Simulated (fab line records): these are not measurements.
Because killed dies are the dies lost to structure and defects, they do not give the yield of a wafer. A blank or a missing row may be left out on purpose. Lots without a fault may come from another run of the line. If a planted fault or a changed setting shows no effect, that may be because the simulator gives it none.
Tool commonality check + flow gf180mcu + Sampled: 11 lots, 33 wafers

## WHAT PROMPTED THE OPENING
GF_PSD_RS_MEAS_14, reading NSD_RS: flagged on 2 of 11 lots. Wafers without a fault read 46.11 ohm/sq, standard deviation 0.073.
Rule: flag the lot when none of its wafers has a number, or when each of its wafers that has one lies beyond 4 standard deviations from that mean. The rest of the lots are taken to be sound.

| lot  | measured     | on            | NSD_RS (ohm/sq), wafer by wafer | flag    |
|------|--------------|---------------|---------------------------------|---------|
| L567 | day 14 12:41 | film metro-01 | 46.02 46.05 46.13               |         |
| L570 | day 15 08:06 | film metro-02 | 46.15 46.08 46.15               |         |
| L571 | day 15 20:32 | film metro-01 | 46.09 46.12 46.03               |         |
| L572 | day 16 02:31 | film metro-01 | 46.13 46.09 46.16               |         |
| L573 | day 16 13:26 | film metro-02 | 46.09 46.01 45.95               |         |
| L574 | day 16 19:34 | film metro-01 | 46.13 46.16 46.08               |         |
| L581 | day 19 06:39 | film metro-02 | 46.12 46.08 46.15               |         |
| L587 | day 21 04:36 | film metro-04 | 49.81 48.53 48.40               | FLAGGED |
| L588 | day 21 13:55 | film metro-02 | 48.51 49.53 48.49               | FLAGGED |
| L589 | day 22 10:00 | film metro-01 | 46.19 46.13 46.24               |         |
| L590 | day 22 13:19 | film metro-02 | 46.09 45.99 46.13               |         |
Average over the flagged lots: 48.88 ohm/sq; offset from the usual +2.77 ohm/sq, equal to +38 standard deviations.

## LOT BY LOT: THE TOOL USED
Before the reading, the record contains 2 process steps out of a 602-step route. Every cell lists first the tool, next ch and the chambers used by the sampled wafers, and last the start.
| lot  | flag    | GF_NSD_IMPLANT_10               | GF_NSD_STRIP_11                      |
|------|---------|---------------------------------|--------------------------------------|
| L567 |         | implanter-03 ch 0, day 13 15:25 | plasma asher-04 ch 0,1, day 13 15:34 |
| L570 |         | implanter-03 ch 0, day 14 10:19 | plasma asher-03 ch 0,1, day 14 10:28 |
| L571 |         | implanter-01 ch 0, day 14 22:16 | plasma asher-03 ch 0,1, day 14 22:24 |
| L572 |         | implanter-04 ch 0, day 15 03:26 | plasma asher-03 ch 0,1, day 15 03:34 |
| L573 |         | implanter-01 ch 0, day 15 15:20 | plasma asher-04 ch 0,1, day 15 15:28 |
| L574 |         | implanter-03 ch 0, day 15 20:31 | plasma asher-02 ch 0,1, day 15 20:38 |
| L581 |         | implanter-01 ch 0, day 18 05:18 | plasma asher-04 ch 0,1, day 18 05:27 |
| L587 | FLAGGED | implanter-03 ch 0, day 20 04:08 | plasma asher-02 ch 0,1, day 20 04:17 |
| L588 | FLAGGED | implanter-03 ch 0, day 20 12:41 | plasma asher-03 ch 0,1, day 20 12:48 |
| L589 |         | implanter-01 ch 0, day 21 10:09 | plasma asher-02 ch 0,1, day 21 10:18 |
| L590 |         | implanter-01 ch 0, day 21 12:59 | plasma asher-03 ch 0,1, day 21 13:06 |
What the steps here do:
- GF_NSD_IMPLANT_10
- GF_NSD_STRIP_11: strips in O2/N2.
- GF_PSD_RS_MEAS_14: measures by four-point-probe.

## FLAGGED OVER TOTAL, TOOL BY TOOL (the gauges that took the reading come last)
| step              | tool            | lots run | flagged | share of the flagged lots | sound lots run after its first flagged lot |
|-------------------|-----------------|----------|---------|---------------------------|--------------------------------------------|
| GF_NSD_IMPLANT_10 | implanter-01    | 5        | 0       | none                      | -                                          |
| GF_NSD_IMPLANT_10 | implanter-03    | 5        | 2       | all                       | 0                                          |
| GF_NSD_IMPLANT_10 | implanter-04    | 1        | 0       | none                      | -                                          |
| GF_NSD_STRIP_11   | plasma asher-02 | 3        | 1       | some                      | 1 (L589)                                   |
| GF_NSD_STRIP_11   | plasma asher-03 | 5        | 1       | some                      | 1 (L590)                                   |
| GF_NSD_STRIP_11   | plasma asher-04 | 3        | 0       | none                      | -                                          |
| GF_PSD_RS_MEAS_14 | film metro-01   | 5        | 0       | none                      | -                                          |
| GF_PSD_RS_MEAS_14 | film metro-02   | 5        | 1       | some                      | 1 (L590)                                   |
| GF_PSD_RS_MEAS_14 | film metro-04   | 1        | 1       | some                      | 0                                          |

## WHAT IS ALLOWED BY THE TABLE
All flagged lots share 1 row of the table, namely implanter-03 at GF_NSD_IMPLANT_10.
- implanter-03 at GF_NSD_IMPLANT_10: 2 of its 5 lots flagged. Last sound lot L574 at day 15 20:31, first flagged lot L587 at day 20 04:08; a fault beginning in between fits. Its own readings lie more than 4 standard deviations out on every wafer of the flagged lots: dose ions cm2, faraday current uA.
One tool is left: implanter-03 at GF_NSD_IMPLANT_10.

## WHAT THE SIMULATOR PUT IN
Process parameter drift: implanter-03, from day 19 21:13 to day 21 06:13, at GF_NSD_IMPLANT_10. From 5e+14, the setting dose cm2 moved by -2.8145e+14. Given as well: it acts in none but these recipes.
Shown lots that were struck: L587, L588. The rule above reached the same finding.
